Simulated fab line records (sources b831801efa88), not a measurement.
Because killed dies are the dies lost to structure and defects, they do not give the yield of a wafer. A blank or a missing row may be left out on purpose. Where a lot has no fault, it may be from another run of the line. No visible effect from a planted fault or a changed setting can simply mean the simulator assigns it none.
Chamber matching + flow sky130 + rieDiel-02 running SKY_SPACER_ETCHBACK_02: 4 sister chambers
The step etches Si3N4 in CH3F/O2, stops on SiO2, time 46.7 s, target depth 45 nm. 16 wafers are shown with their chamber, then 8 later ones without.

## EACH WAFER AND ITS CHAMBER
| wafer  | chamber | drypumpMotorCurrentA (A) | throttleValvePct (%) | oesProductAu (a.u.) |
|--------|---------|--------------------------|----------------------|---------------------|
| L074.1 | 0       | 5.1                      | 10.570               | 0.848               |
| L074.3 | 3       | 5.2                      | 10.559               | 0.851               |
| L074.5 | 1       | 5.3                      | 10.555               | 0.854               |
| L075.1 | 3       | 5.3                      | 10.561               | 0.863               |
| L075.4 | 1       | 5.3                      | 10.566               | 0.851               |
| L075.5 | 2       | 4.8                      | 10.560               | 0.852               |
| L080.1 | 1       | 5.3                      | 10.559               | 0.854               |
| L080.2 | 0       | 5.1                      | 10.560               | 0.864               |
| L080.4 | 2       | 4.8                      | 10.573               | 0.856               |
| L083.2 | 3       | 5.2                      | 10.577               | 0.858               |
| L083.4 | 0       | 5.1                      | 10.567               | 0.858               |
| L083.6 | 0       | 5.1                      | 10.566               | 0.854               |
| L086.2 | 0       | 5.1                      | 10.562               | 0.852               |
| L086.4 | 2       | 4.8                      | 10.566               | 0.851               |
| L086.6 | 1       | 5.3                      | 10.550               | 0.856               |
| L093.1 | 3       | 5.3                      | 10.565               | 0.862               |

SIGNATURES, as means of the wafers listed above
| reading              | chamber 0 | chamber 1 | chamber 2 | chamber 3 | scatter within a chamber |
|----------------------|-----------|-----------|-----------|-----------|--------------------------|
| drypumpMotorCurrentA | 5.100     | 5.300     | 4.800     | 5.250     | 0.0289                   |
| throttleValvePct     | 10.56500  | 10.55750  | 10.56633  | 10.56550  | 0.00633                  |
| oesProductAu         | 0.85520   | 0.85375   | 0.85300   | 0.85850   | 0.0047                   |
Rule: a wafer lies at a distance from a chamber equal to the root of the sum of squares, over the readings, of (its reading less the chamber's mean, divided by the reading's scatter). The wafer belongs to the nearest chamber; if the next one is less than 2 further off, it can't be placed. The scatter: the root of (the sum of the squares of (reading less its chamber's mean) over the shown wafers, divided by (wafers less chambers)).

## WAFERS WITH NO CHAMBER GIVEN
| wafer  | drypumpMotorCurrentA (A) | throttleValvePct (%) | oesProductAu (a.u.) |
|--------|--------------------------|----------------------|---------------------|
| L093.3 | 5.1                      | 10.570               | 0.862               |
| L093.5 | 4.8                      | 10.557               | 0.863               |
| L094.1 | 5.3                      | 10.558               | 0.843               |
| L094.3 | 5.3                      | 10.564               | 0.848               |
| L094.5 | 5.1                      | 10.565               | 0.849               |
| L095.4 | 4.8                      | 10.546               | 0.856               |
| L095.5 | 5.1                      | 10.570               | 0.854               |
| L095.6 | 5.3                      | 10.557               | 0.852               |

## WHICH CHAMBER EACH ONE RAN IN
| wafer  | from the rows above     | in truth                   |
|--------|-------------------------|----------------------------|
| L093.3 | 0                       | 0                          |
| L093.5 | 2                       | 2                          |
| L094.1 | can't be placed: 1 or 3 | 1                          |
| L094.3 | can't be placed: 1 or 3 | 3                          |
| L094.5 | 0                       | 0                          |
| L095.4 | 2                       | 2                          |
| L095.5 | 0                       | 0                          |
| L095.6 | 1                       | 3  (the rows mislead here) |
Correctly placed: 5 of 8. Cannot be placed on the basis of these rows: 2; the candidates contain the true chamber in 2. Placed wrongly: 1.
